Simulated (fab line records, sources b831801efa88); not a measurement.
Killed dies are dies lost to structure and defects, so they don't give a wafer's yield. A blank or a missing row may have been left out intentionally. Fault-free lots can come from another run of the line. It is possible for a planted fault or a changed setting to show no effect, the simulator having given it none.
Matching of chambers -- flow gf180mcu -- cmp-01 running GF_CONTACT_CMP_27: 4 sister chambers
The step polishes, stops on SiO2, t overpolish 15 s, target thk 0 nm. 17 wafers are shown with their chamber, then 8 later ones without.

== WAFERS WITH THEIR CHAMBER ==
wafer,chamber,time to endpoint s (s),motor current A (A)
L431.2,1,68,11.8
L431.3,3,69,12.1
L431.4,2,73,11.1
L432.4,2,72,10.7
L432.5,0,68,11.5
L432.6,3,68,10.8
L433.1,2,77,11.8
L433.3,0,69,11.5
L434.2,0,69,11.7
L434.4,2,75,11.7
L446.1,0,67,11.5
L446.2,2,74,11.7
L446.5,3,68,11.2
L448.1,3,69,11.2
L448.3,1,67,11.6
L448.6,1,69,11.8
L452.1,1,67,11.2

SIGNATURES, as means of the wafers listed above
reading,chamber 0,chamber 1,chamber 2,chamber 3,scatter within a chamber
time to endpoint s,68.25,67.75,74.20,68.50,1.28
motor current A,11.550,11.600,11.400,11.325,0.402
Rule: for a wafer and a chamber, the distance is found by dividing, reading by reading, the gap between the wafer's reading and the chamber's mean by the reading's scatter, squaring, summing and taking the root. If the next closest chamber is less than 2 further off than the closest, the wafer can't be placed; otherwise it belongs to the closest. The scatter: the root of (the sum of the squares of (reading less its chamber's mean) over the shown wafers, divided by (wafers less chambers)).

== WAFERS MISSING THEIR CHAMBER ==
wafer,time to endpoint s (s),motor current A (A)
L452.3,68,11.9
L452.6,70,10.8
L453.2,69,11.2
L453.4,71,11.3
L453.5,71,10.9
L454.3,73,11.6
L454.5,66,11.9
L454.6,71,11.2

== WHICH CHAMBER EACH ONE RAN IN ==
wafer,from the rows above,in truth
L452.3,can't be placed: 1 or 0 or 3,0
L452.6,can't be placed: 3 or 0 or 1 or 2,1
L453.2,can't be placed: 3 or 0 or 1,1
L453.4,can't be placed: 3 or 0 or 2 or 1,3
L453.5,can't be placed: 3 or 0 or 2 or 1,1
L454.3,2,2
L454.5,can't be placed: 1 or 0 or 3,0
L454.6,can't be placed: 3 or 0 or 2 or 1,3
1 of 8 placed correctly. These rows do not allow placing 7 (true chamber among the candidates in 7). Number placed wrongly: 0.
